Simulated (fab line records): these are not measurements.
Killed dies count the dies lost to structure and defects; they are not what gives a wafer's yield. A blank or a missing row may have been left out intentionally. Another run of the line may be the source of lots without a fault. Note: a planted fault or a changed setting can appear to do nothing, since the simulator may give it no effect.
fab line records	flow gf180mcu	part 1 of 2: steps 1 to 25 of 34
[record] lots = 5	wafers = 15	last-day = 33
route steps=602 shown HV_LDD@208 NSD@235
lots with no fault: from the same line, run without faults
start-h: hours from the record's opening day to when the first of the lot's shown wafers began	wait-h: how many hours have passed since the lot's step before this one	" repeats the value in the row above	L1.1+2: a row that stands for several wafers	- no value, or no start was given	* or withheld: withheld	< > ~ a bound
route shown NAME@n: NAME is a module with steps in the file, n the number in the route of the first one	usual: mean/standard deviation of fault-free wafers	same: alike in all rows	chamber/n: place in a boat	sites: each site's reading	_std_site: the values' standard deviation	_edge_site: the outer-site mean with the inner-site mean subtracted	radius-mm: for every site, how far away it sits from the centre of the wafer	mask NAME#n: copy n	behind: tool/chamber where the wafer was last shaped	hold: why the lot was held/for how many hours/how that ended	device: whichever transistor did not switch (one of n, p or np)	end of line: the route-end tests of the same wafers	a step with no rows: only its recipe	killed: not the wafer's yield, but the dies lost to structure and defects at the first sort	map: the dies of a wafer, with x for killed, . for not killed, _ for no die there
set.NAME: the run value of the setting; set.NAME@STEP: its run value at that earlier step	model.NAME: the simulator's own value behind a step, which no gauge read
lots at selected steps of the route; one table per step, one row per wafer
services: when a tool's chamber went out of use (start-h, in hours from the record's first day, below 0 if earlier), for how many hours, and the reason
[[steps]]
[step GF_HV_LDD_OVL_MEAS_32]
[usual] HV_LDD_02_OVL = 1.0/1.2
lot.wafer	tool	chamber	start-h	wait-h	HV_LDD_02_OVL[nm]
L074.3	overlay-02	-	257.13	0.1	-0.4
L074.4	"	-	"	"	0.5
L074.5	"	-	"	"	0.3
L084.1	overlay-02	-	332.48	0.1	-0.1
L084.3	"	-	"	"	0.1
L084.6	"	-	"	"	0.5
L087.2	overlay-01	-	363.20	0.1	2.2
L087.5	"	-	"	"	1.5
L087.6	"	-	"	"	3.9
L089.1	overlay-01	-	375.33	0.1	2.3
L089.3	"	-	"	"	2.7
L089.6	"	-	"	"	2.0
L092.1	overlay-01	-	394.88	0.1	2.0
L092.3	"	-	"	"	2.3
L092.4	"	-	"	"	2.5
[step GF_HV_LDD_IMPLANT_33]
[recipe] species = P	energy-kev = 60	dose-cm2 = 7.5e+12	tilt-deg = 30	rotation-deg = 0
[usual] tilt-deg = 30.000/0.019
lot.wafer	tool	chamber	start-h	wait-h	tilt-deg
L074.3	implanter-02	0	257.21	0.1	30.001
L074.4	"	0	"	"	30.011
L074.5	"	0	"	"	30.014
L084.1	implanter-02	0	332.52	0.0	29.945
L084.3	"	0	"	"	29.964
L084.6	"	0	"	"	29.985
L087.2	implanter-03	0	363.26	0.0	29.984
L087.5	"	0	"	"	29.984
L087.6	"	0	"	"	30.015
L089.1	implanter-02	0	375.37	0.0	30.015
L089.3	"	0	"	"	30.016
L089.6	"	0	"	"	29.955
L092.1	implanter-02	0	394.92	0.0	30.005
L092.3	"	0	"	"	29.990
L092.4	"	0	"	"	30.010
[step GF_HV_LDD_IMPLANT_34]
[recipe] species = P	energy-kev = 60	dose-cm2 = 7.5e+12	tilt-deg = 30	rotation-deg = 90
[usual] tilt-deg = 30.001/0.022
lot.wafer	tool	chamber	start-h	wait-h	tilt-deg
L074.3	implanter-02	0	257.36	0.1	30.036
L074.4	"	0	"	"	30.015
L074.5	"	0	"	"	30.016
L084.1	implanter-02	0	332.67	0.1	29.947
L084.3	"	0	"	"	29.988
L084.6	"	0	"	"	29.980
L087.2	implanter-03	0	363.41	0.1	29.971
L087.5	"	0	"	"	30.007
L087.6	"	0	"	"	29.967
L089.1	implanter-02	0	375.52	0.1	30.020
L089.3	"	0	"	"	30.009
L089.6	"	0	"	"	30.015
L092.1	implanter-02	0	395.07	0.1	30.009
L092.3	"	0	"	"	29.974
L092.4	"	0	"	"	30.017
[step GF_HV_LDD_IMPLANT_35]
[recipe] species = P	energy-kev = 60	dose-cm2 = 7.5e+12	tilt-deg = 30	rotation-deg = 180
[usual] tilt-deg = 29.998/0.019
lot.wafer	tool	chamber	start-h	wait-h	tilt-deg
L074.3	implanter-02	0	257.51	0.1	29.996
L074.4	"	0	"	"	29.995
L074.5	"	0	"	"	29.970
L084.1	implanter-02	0	332.82	0.1	30.005
L084.3	"	0	"	"	29.981
L084.6	"	0	"	"	30.020
L087.2	implanter-03	0	363.56	0.1	30.040
L087.5	"	0	"	"	30.006
L087.6	"	0	"	"	30.005
L089.1	implanter-02	0	375.67	0.1	29.980
L089.3	"	0	"	"	29.987
L089.6	"	0	"	"	29.968
L092.1	implanter-02	0	395.22	0.1	29.988
L092.3	"	0	"	"	29.970
L092.4	"	0	"	"	30.009
[step GF_HV_LDD_IMPLANT_36]
[recipe] species = P	energy-kev = 60	dose-cm2 = 7.5e+12	tilt-deg = 30	rotation-deg = 270
[usual] tilt-deg = 30.001/0.02
lot.wafer	tool	chamber	start-h	wait-h	tilt-deg
L074.3	implanter-02	0	257.66	0.1	30.026
L074.4	"	0	"	"	30.027
L074.5	"	0	"	"	30.038
L084.1	implanter-02	0	332.97	0.1	30.026
L084.3	"	0	"	"	30.005
L084.6	"	0	"	"	30.011
L087.2	implanter-03	0	363.71	0.1	29.994
L087.5	"	0	"	"	30.001
L087.6	"	0	"	"	29.998
L089.1	implanter-02	0	375.82	0.1	30.034
L089.3	"	0	"	"	29.976
L089.6	"	0	"	"	30.011
L092.1	implanter-02	0	395.37	0.1	30.015
L092.3	"	0	"	"	30.000
L092.4	"	0	"	"	30.021
[step GF_HV_LDD_STRIP_37]
[recipe] chemistry = O2/N2	power-w = 1400	pressure-mtorr = 1500	platen-temp-c = 250	o2-flow-sccm = 3000	n2-flow-sccm = 300	overash-fraction = 0.5
[usual] drypump-motor-current-A = 5.7/0.46	heater-power-w = 307/35	oes-product-au = 0.716/0.0044	strip-time-to-endpoint-s = 12.611/0.029
lot.wafer	tool	chamber	start-h	wait-h	drypump-motor-current-A	heater-power-w	oes-product-au	rf-hours-counter-h	strip-time-to-endpoint-s
L074.3	plasma-asher-03	0	257.79	0.1	4.9	339	0.715	-	12.575
L074.4	"	1	"	"	5.4	322	0.731	-	12.612
L074.5	"	0	"	"	4.9	344	0.713	-	12.561
L084.1	plasma-asher-04	0	333.12	0.1	5.2	376	0.709	55	12.575
L084.3	"	0	"	"	5.3	378	0.717	-	12.604
L084.6	"	1	"	"	5.8	295	0.716	-	12.623
L087.2	plasma-asher-04	0	363.83	0.1	5.2	372	0.710	58	12.586
L087.5	"	1	"	"	5.8	290	0.723	-	12.584
L087.6	"	0	"	"	5.2	368	0.708	-	12.554
L089.1	plasma-asher-03	0	375.97	0.1	4.9	335	0.712	71	12.595
L089.3	"	0	"	"	4.9	338	0.718	-	12.616
L089.6	"	1	"	"	5.4	317	0.713	-	12.602
L092.1	plasma-asher-01	0	395.52	0.1	6.1	281	0.708	74	12.620
L092.3	"	0	"	"	6.1	279	0.713	-	12.621
L092.4	"	1	"	"	6.2	268	0.717	-	12.622
[step GF_HV_LDD_TW_MEAS_38]
[usual] HV_LDD_3_TW = 1438/7.6
lot.wafer	tool	chamber	start-h	wait-h	HV_LDD_3_TW
L074.3	film-metro-02	-	257.88	0.1	1444
L074.4	"	-	"	"	1445
L074.5	"	-	"	"	1439
L084.1	film-metro-03	-	333.22	0.1	1430
L084.3	"	-	"	"	1433
L084.6	"	-	"	"	1432
L087.2	film-metro-02	-	363.94	0.1	1445
L087.5	"	-	"	"	1457
L087.6	"	-	"	"	1452
L089.1	film-metro-04	-	376.07	0.1	1442
L089.3	"	-	"	"	1436
L089.6	"	-	"	"	1437
L092.1	film-metro-04	-	395.62	0.1	1443
L092.3	"	-	"	"	1442
L092.4	"	-	"	"	1443
[step GF_HV_LDD_DEHYDRATE_39]
[recipe] temp-c = 200	time-s = 60
[usual] resist-line-temp-C = 23.03/0.11
lot.wafer	tool	chamber	start-h	wait-h	resist-line-temp-C
L074.3	litho-track-02	0	265.90	8.0	23.10
L074.4	"	0	"	"	23.12
L074.5	"	0	"	"	23.03
L084.1	litho-track-02	0	343.25	10.0	23.15
L084.3	"	0	"	"	23.07
L084.6	"	0	"	"	23.13
L087.2	litho-track-04	0	374.34	10.4	23.25
L087.5	"	0	"	"	22.94
L087.6	"	0	"	"	23.08
L089.1	litho-track-03	0	386.96	10.9	23.09
L089.3	"	0	"	"	23.07
L089.6	"	0	"	"	23.04
L092.1	litho-track-04	0	406.41	10.8	23.17
L092.3	"	0	"	"	23.21
L092.4	"	0	"	"	23.25
[step GF_HV_LDD_HMDS_40]
[recipe] prime-time-s = 60	prime-temp-c = 120
[usual] resist-line-temp-C = 23.00/0.1
[same] prime-time-s = 60
lot.wafer	tool	chamber	start-h	wait-h	resist-line-temp-C
L074.3	litho-track-02	0	266.05	0.1	22.96
L074.4	"	0	"	"	22.90
L074.5	"	0	"	"	22.83
L084.1	litho-track-02	0	343.40	0.1	22.97
L084.3	"	0	"	"	23.00
L084.6	"	0	"	"	22.93
L087.2	litho-track-04	0	374.49	0.1	23.09
L087.5	"	0	"	"	23.12
L087.6	"	0	"	"	23.10
L089.1	litho-track-03	0	387.11	0.1	23.04
L089.3	"	0	"	"	22.99
L089.6	"	0	"	"	22.89
L092.1	litho-track-04	0	406.56	0.1	23.04
L092.3	"	0	"	"	22.85
L092.4	"	0	"	"	22.94
[step GF_HV_LDD_COAT_41]
[recipe] resist = NOVOLAK	spin-rpm = 3000	resist-thk-nm = 1000
[usual] resist-line-temp-C = 23.00/0.1
lot.wafer	tool	chamber	start-h	wait-h	resist-line-temp-C
L074.3	litho-track-02	0	266.20	0.1	23.04
L074.4	"	0	"	"	23.11
L074.5	"	0	"	"	23.08
L084.1	litho-track-02	0	343.55	0.1	22.84
L084.3	"	0	"	"	22.95
L084.6	"	0	"	"	23.06
L087.2	litho-track-04	0	374.64	0.1	23.04
L087.5	"	0	"	"	22.95
L087.6	"	0	"	"	22.98
L089.1	litho-track-03	0	387.26	0.1	23.16
L089.3	"	0	"	"	23.22
L089.6	"	0	"	"	23.03
L092.1	litho-track-04	0	406.71	0.1	23.07
L092.3	"	0	"	"	23.03
L092.4	"	0	"	"	23.17
[step GF_HV_LDD_SOFTBAKE_42]
[recipe] temp-c = 90	time-s = 60	resist = NOVOLAK
[usual] resist-line-temp-C = 22.99/0.11
lot.wafer	tool	chamber	start-h	wait-h	resist-line-temp-C
L074.3	litho-track-02	0	266.35	0.1	22.87
L074.4	"	0	"	"	23.03
L074.5	"	0	"	"	23.18
L084.1	litho-track-02	0	343.70	0.1	23.11
L084.3	"	0	"	"	23.02
L084.6	"	0	"	"	23.11
L087.2	litho-track-04	0	374.79	0.1	22.80
L087.5	"	0	"	"	22.78
L087.6	"	0	"	"	22.96
L089.1	litho-track-03	0	387.41	0.1	23.11
L089.3	"	0	"	"	23.00
L089.6	"	0	"	"	22.96
L092.1	litho-track-04	0	406.86	0.1	22.95
L092.3	"	0	"	"	23.00
L092.4	"	0	"	"	22.87
[step GF_HV_LDD_EXPOSE_43]
[recipe] mask-id = Pplus_HV_AREA	target-cd-nm = 400	na = 0.6	source-shape = conventional	sigma-outer = 0.6	dose-mj = 140
[usual] exposure-dose-mJ-cm2 = 140.04/0.13
lot.wafer	tool	chamber	start-h	wait-h	mask	exposure-dose-mJ-cm2
L074.3	iline-stepper-01	0	-	-	Pplus_HV_AREA#0	140.03
L074.4	"	0	"	"	Pplus_HV_AREA#0	140.13
L074.5	"	0	"	"	Pplus_HV_AREA#0	139.96
L084.1	iline-stepper-01	0	-	-	Pplus_HV_AREA#0	139.87
L084.3	"	0	"	"	Pplus_HV_AREA#0	139.99
L084.6	"	0	"	"	Pplus_HV_AREA#0	139.90
L087.2	iline-stepper-01	0	-	-	Pplus_HV_AREA#0	139.78
L087.5	"	0	"	"	Pplus_HV_AREA#0	139.67
L087.6	"	0	"	"	Pplus_HV_AREA#0	140.06
L089.1	iline-stepper-01	0	-	-	Pplus_HV_AREA#0	139.97
L089.3	"	0	"	"	Pplus_HV_AREA#0	140.10
L089.6	"	0	"	"	Pplus_HV_AREA#0	140.09
L092.1	iline-stepper-02	0	-	-	Pplus_HV_AREA#0	140.02
L092.3	"	0	"	"	Pplus_HV_AREA#0	139.96
L092.4	"	0	"	"	Pplus_HV_AREA#0	140.04
[step GF_HV_LDD_PEB_44]
[recipe] temp-c = withheld	time-s = *	resist = NOVOLAK
[usual] resist-line-temp-C = *
lot.wafer	tool	chamber	start-h	wait-h	resist-line-temp-C
L074.3	litho-track-03	0	-	-	*
L074.4	"	0	"	"	*
L074.5	"	0	"	"	*
L084.1	litho-track-04	0	-	-	*
L084.3	"	0	"	"	*
L084.6	"	0	"	"	*
L087.2	litho-track-03	0	-	-	*
L087.5	"	0	"	"	*
L087.6	"	0	"	"	*
L089.1	litho-track-04	0	-	-	*
L089.3	"	0	"	"	*
L089.6	"	0	"	"	*
L092.1	litho-track-03	0	-	-	*
L092.3	"	0	"	"	*
L092.4	"	0	"	"	*
[step GF_HV_LDD_DEVELOP_45]
[recipe] develop-time-s = 60	dev-temp-c = 23
[usual] resist-line-temp-C = 23.02/0.092
lot.wafer	tool	chamber	start-h	wait-h	resist-line-temp-C
L074.3	litho-track-03	0	276.57	0.1	22.83
L074.4	"	0	"	"	23.03
L074.5	"	0	"	"	22.95
L084.1	litho-track-04	0	353.56	0.1	23.21
L084.3	"	0	"	"	23.18
L084.6	"	0	"	"	23.10
L087.2	litho-track-03	0	386.19	0.1	23.02
L087.5	"	0	"	"	22.95
L087.6	"	0	"	"	22.99
L089.1	litho-track-04	0	399.06	0.1	22.91
L089.3	"	0	"	"	23.04
L089.6	"	0	"	"	23.05
L092.1	litho-track-03	0	418.56	0.1	22.99
L092.3	"	0	"	"	23.00
L092.4	"	0	"	"	22.93
[step GF_HV_LDD_CD_MEAS_46]
[recipe] target-cd-nm = 400
[usual] cd-nm = 400.4/2.3
lot.wafer	tool	chamber	start-h	wait-h	cd-nm
L074.3	cd-sem-02	-	276.71	0.1	401.6
L074.4	"	-	"	"	402.1
L074.5	"	-	"	"	400.1
L084.1	cd-sem-02	-	353.71	0.1	399.8
L084.3	"	-	"	"	398.2
L084.6	"	-	"	"	398.1
L087.2	cd-sem-01	-	386.33	0.1	398.6
L087.5	"	-	"	"	400.3
L087.6	"	-	"	"	398.3
L089.1	cd-sem-01	-	399.21	0.1	400.7
L089.3	"	-	"	"	401.9
L089.6	"	-	"	"	400.1
L092.1	cd-sem-01	-	418.71	0.1	403.8
L092.3	"	-	"	"	403.1
L092.4	"	-	"	"	401.9
[step GF_HV_LDD_OVL_MEAS_47]
[usual] HV_LDD_03_OVL = 0.7/1.3
lot.wafer	tool	chamber	start-h	wait-h	HV_LDD_03_OVL[nm]
L074.3	overlay-01	-	276.80	0.1	3.6
L074.4	"	-	"	"	1.9
L074.5	"	-	"	"	3.0
L084.1	overlay-01	-	353.83	0.1	0.4
L084.3	"	-	"	"	-0.6
L084.6	"	-	"	"	-0.3
L087.2	overlay-02	-	386.44	0.1	0.3
L087.5	"	-	"	"	1.1
L087.6	"	-	"	"	0.6
L089.1	overlay-01	-	399.33	0.1	1.1
L089.3	"	-	"	"	1.2
L089.6	"	-	"	"	0.5
L092.1	overlay-02	-	418.83	0.1	-0.4
L092.3	"	-	"	"	0.5
L092.4	"	-	"	"	0.9
[step GF_HV_LDD_IMPLANT_48]
[recipe] species = B	energy-kev = 25	dose-cm2 = 3e+13	tilt-deg = 7
[usual] tilt-deg = 7.000/0.018
lot.wafer	tool	chamber	start-h	wait-h	tilt-deg
L074.3	implanter-04	0	276.87	0.1	7.031
L074.4	"	0	"	"	7.035
L074.5	"	0	"	"	7.023
L084.1	implanter-03	0	353.87	0.0	6.966
L084.3	"	0	"	"	6.987
L084.6	"	0	"	"	6.990
L087.2	implanter-02	0	386.49	0.0	7.010
L087.5	"	0	"	"	6.996
L087.6	"	0	"	"	7.022
L089.1	implanter-02	0	399.37	0.0	7.006
L089.3	"	0	"	"	7.001
L089.6	"	0	"	"	6.971
L092.1	implanter-04	0	418.87	0.0	6.975
L092.3	"	0	"	"	7.015
L092.4	"	0	"	"	6.977
[step GF_HV_LDD_STRIP_49]
[recipe] chemistry = O2/N2	power-w = 1400	pressure-mtorr = 1500	platen-temp-c = 250	o2-flow-sccm = 3000	n2-flow-sccm = 300	overash-fraction = 0.5
[usual] drypump-motor-current-A = 5.8/0.43	heater-power-w = 303/36	oes-product-au = 0.716/0.0042	strip-time-to-endpoint-s = 12.62/0.033
lot.wafer	tool	chamber	start-h	wait-h	drypump-motor-current-A	heater-power-w	oes-product-au	rf-hours-counter-h	strip-time-to-endpoint-s
L074.3	plasma-asher-01	1	277.00	0.1	6.2	264	0.722	-	12.59
L074.4	"	0	"	"	6.0	283	0.712	-	12.63
L074.5	"	0	"	"	6.1	278	0.709	-	12.62
L084.1	plasma-asher-01	1	354.02	0.1	6.2	271	0.714	70	12.64
L084.3	"	0	"	"	6.1	277	0.711	-	12.66
L084.6	"	1	"	"	6.2	269	0.709	-	12.63
L087.2	plasma-asher-01	0	386.62	0.1	6.1	290	0.710	74	12.61
L087.5	"	1	"	"	6.2	270	0.720	-	12.67
L087.6	"	0	"	"	6.1	273	0.718	-	12.63
L089.1	plasma-asher-04	1	399.52	0.1	5.8	298	0.715	62	12.64
L089.3	"	1	"	"	5.8	291	0.719	-	12.65
L089.6	"	1	"	"	5.8	292	0.715	-	12.67
L092.1	plasma-asher-04	0	419.02	0.1	5.2	377	0.718	64	12.64
L092.3	"	1	"	"	5.8	291	0.722	-	12.63
L092.4	"	0	"	"	5.2	380	0.720	-	12.63
[step GF_HV_LDD_TW_MEAS_50]
[usual] HV_LDD_4_TW = 569/3
lot.wafer	tool	chamber	start-h	wait-h	HV_LDD_4_TW
L074.3	film-metro-04	-	277.09	0.1	572
L074.4	"	-	"	"	573
L074.5	"	-	"	"	576
L084.1	film-metro-04	-	354.12	0.1	567
L084.3	"	-	"	"	567
L084.6	"	-	"	"	570
L087.2	film-metro-03	-	386.73	0.1	565
L087.5	"	-	"	"	567
L087.6	"	-	"	"	567
L089.1	film-metro-02	-	399.62	0.1	565
L089.3	"	-	"	"	567
L089.6	"	-	"	"	566
L092.1	film-metro-03	-	419.12	0.1	565
L092.3	"	-	"	"	564
L092.4	"	-	"	"	564
[step GF_HV_LDD_CLEAN_51]
[recipe] chemistry = SC1/SC2	mix = 1:4:20	temp-c = 70	time-s = 150	dry = n2-spin
lot.wafer	tool	chamber	start-h	wait-h
L074.3+4+5	wet-bench-01	2	277.13	0.0
L084.1+3+6	wet-bench-03	1	354.18	0.1
L087.2+5+6	wet-bench-03	0	386.78	0.0
L089.1+3+6	wet-bench-03	2	399.68	0.1
L092.1+3+4	wet-bench-03	3	419.18	0.1
[step GF_HV_LDD_RTA_52]
[recipe] temp-c = 1000	time-s = 10	ambient = N2
[usual] anneal-temp-c-max = 1005.7/1.2	lamp-power-pct = 33.2/0.46	wafer_temp_C_max = 1005.1/1.5
lot.wafer	tool	chamber	start-h	wait-h	anneal-temp-c-max	lamp-power-pct	wafer_temp_C_max
L074.3	rtp-anneal-01	0	277.21	0.0	1006.9	32.8	1005.5
L074.4	"	0	"	"	1006.3	32.8	1003.3
L074.5	"	0	"	"	1004.6	32.9	1004.0
L084.1	rtp-anneal-01	0	354.23	0.0	1005.5	32.8	1006.1
L084.3	"	0	"	"	1005.3	32.8	1004.4
L084.6	"	0	"	"	1005.9	32.8	1004.2
L087.2	rtp-anneal-01	0	386.84	0.0	1007.7	32.8	1004.5
L087.5	"	0	"	"	1004.7	32.8	1004.4
L087.6	"	0	"	"	1007.1	32.8	1004.9
L089.1	rtp-anneal-01	0	399.73	0.0	1006.0	32.7	1003.2
L089.3	"	0	"	"	1006.3	32.8	1002.3
L089.6	"	0	"	"	1006.2	32.8	1005.0
L092.1	rtp-anneal-02	0	419.23	0.0	1005.7	33.8	1006.6
L092.3	"	0	"	"	1004.0	33.7	1004.7
L092.4	"	0	"	"	1005.2	33.7	1006.8
[step GF_HV_LDD_RS_MEAS_53]
[recipe] thk-meas-gauge = four-point-probe
[usual] HV_LDD_RS = 418.0/0.97
lot.wafer	tool	chamber	start-h	wait-h	HV_LDD_RS[ohm/sq]
L074.3	film-metro-03	-	277.29	0.1	418.7
L074.4	"	-	"	"	419.5
L074.5	"	-	"	"	419.0
L084.1	film-metro-03	-	354.30	0.1	416.8
L084.3	"	-	"	"	416.0
L084.6	"	-	"	"	416.4
L087.2	film-metro-04	-	386.92	0.1	417.8
L087.5	"	-	"	"	417.4
L087.6	"	-	"	"	417.1
L089.1	film-metro-03	-	399.80	0.1	417.0
L089.3	"	-	"	"	416.9
L089.6	"	-	"	"	416.3
L092.1	film-metro-02	-	419.30	0.1	417.2
L092.3	"	-	"	"	417.2
L092.4	"	-	"	"	416.7
[step GF_HV_LDD_CVD_54]
[recipe] material = SiO2	target-thk-nm = 10	precursor = TEOS	temp-c = 680	time-s = 75	pressure-mtorr = 400
[usual] zone-power-top-pct = 24.2/1.5
lot.wafer	tool	chamber	start-h	wait-h	zone-power-top-pct
L074.3	lpcvd-02	1	277.37	0.1	24.2
L074.4	"	1	"	"	24.7
L074.5	"	1	"	"	24.8
L084.1	lpcvd-02	1	354.42	0.1	24.7
L084.3	"	1	"	"	24.5
L084.6	"	1	"	"	24.6
L087.2	lpcvd-02	1	387.02	0.1	24.5
L087.5	"	1	"	"	24.9
L087.6	"	1	"	"	24.2
L089.1	lpcvd-01	1	399.92	0.1	21.3
L089.3	"	1	"	"	21.7
L089.6	"	1	"	"	21.5
L092.1	lpcvd-02	1	419.42	0.1	24.6
L092.3	"	1	"	"	24.4
L092.4	"	1	"	"	24.4
[step GF_HV_LDD_THK_MEAS_55]
[recipe] reads = SiO2_of_HV_LDD_CVD_54
[usual] HV_LDD_CVD_54_THK = 10.03/0.14
lot.wafer	tool	chamber	start-h	wait-h	HV_LDD_CVD_54_THK[nm]
L074.3	film-metro-04	-	278.41	0.0	10.05
L074.4	"	-	"	"	10.11
L074.5	"	-	"	"	10.07
L084.1	film-metro-03	-	355.44	0.0	10.01
L084.3	"	-	"	"	10.01
L084.6	"	-	"	"	9.91
L087.2	film-metro-04	-	388.05	0.0	10.06
L087.5	"	-	"	"	10.04
L087.6	"	-	"	"	10.06
L089.1	film-metro-03	-	400.94	0.0	9.83
L089.3	"	-	"	"	9.93
L089.6	"	-	"	"	9.80
L092.1	film-metro-03	-	420.95	0.0	9.98
L092.3	"	-	"	"	10.07
L092.4	"	-	"	"	9.97
[step GF_HV_LDD_CVD_56]
[recipe] material = Si3N4	precursor = DCS/NH3	target-thk-nm = 90	temp-c = 770	time-s = 1543	pressure-mtorr = 250
[usual] zone-power-top-pct = 29.0/2.2
lot.wafer	tool	chamber	start-h	wait-h	zone-power-top-pct
L074.3	lpcvd-02	0	278.45	0.0	31.9
L074.4	"	0	"	"	30.9
L074.5	"	0	"	"	31.6
L084.1	lpcvd-01	0	355.50	0.1	30.1
L084.3	"	0	"	"	29.1
L084.6	"	0	"	"	29.4
L087.2	lpcvd-02	0	388.10	0.0	31.7
L087.5	"	0	"	"	31.5
L087.6	"	0	"	"	31.5
L089.1	lpcvd-01	1	401.00	0.1	25.8
L089.3	"	1	"	"	25.8
L089.6	"	1	"	"	25.6
L092.1	lpcvd-02	0	421.01	0.1	30.9
L092.3	"	0	"	"	31.2
L092.4	"	0	"	"	31.3
